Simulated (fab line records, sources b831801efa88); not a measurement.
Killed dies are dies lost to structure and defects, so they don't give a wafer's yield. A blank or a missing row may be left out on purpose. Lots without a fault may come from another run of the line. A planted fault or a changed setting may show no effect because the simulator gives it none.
Chamber matching | flow sky130 | SKY_POLY_GATE_ETCH_17 on rie_si-02: 4 sister chambers
The step etches poly-Si in HBr/Cl2, stops on SiO2, target depth 180 nm, time 70.5 s. 8 wafers are shown with their chamber, then 7 later ones without.

WAFERS WITH THEIR CHAMBER
wafer  | chamber | drypump_motor_current_A (A) | throttle_valve_pct (%)
L906.5 | 0       | 5.7                         | 33.679
L906.6 | 1       | 5.7                         | 33.681
L907.1 | 0       | 5.7                         | 33.686
L908.2 | 3       | 5.4                         | 33.682
L908.3 | 1       | 5.7                         | 33.695
L908.5 | 2       | 5.2                         | 33.699
L919.2 | 2       | 5.2                         | 33.692
L919.4 | 3       | 5.3                         | 33.694

WAFERS WITHOUT THEIR CHAMBER
wafer  | drypump_motor_current_A (A) | throttle_valve_pct (%)
L919.6 | 5.7                         | 33.691
L921.1 | 5.7                         | 33.682
L921.4 | 5.2                         | 33.684
L921.5 | 5.7                         | 33.681
L923.1 | 5.7                         | 33.686
L923.4 | 5.7                         | 33.689
L923.5 | 5.7                         | 33.692

WHICH CHAMBER EACH WENT THROUGH
wafer  | from the rows above     | in truth
L919.6 | can't be placed: 1 or 0 | 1
L921.1 | can't be placed: 0 or 1 | 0
L921.4 | 2                       | 2
L921.5 | can't be placed: 0 or 1 | 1
L923.1 | can't be placed: 1 or 0 | 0
L923.4 | can't be placed: 1 or 0 | 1
L923.5 | can't be placed: 1 or 0 | 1
Placed correctly: 1 of 7. Can't be placed from these rows: 6 (the true chamber is among the candidates in 6). Placed wrongly: 0.
How it was worked out, from the rows above alone: a wafer's distance from a chamber is the root of the sum, over the readings, of the square of ((its reading less the chamber's mean) divided by the reading's scatter). The wafer belongs to the nearest chamber; if the next one is less than 2 further off, it can't be placed. A chamber's mean is the mean of its shown wafers. The scatter: the root of (the sum of the squares of (reading less its chamber's mean) over the shown wafers, divided by (wafers less chambers)).
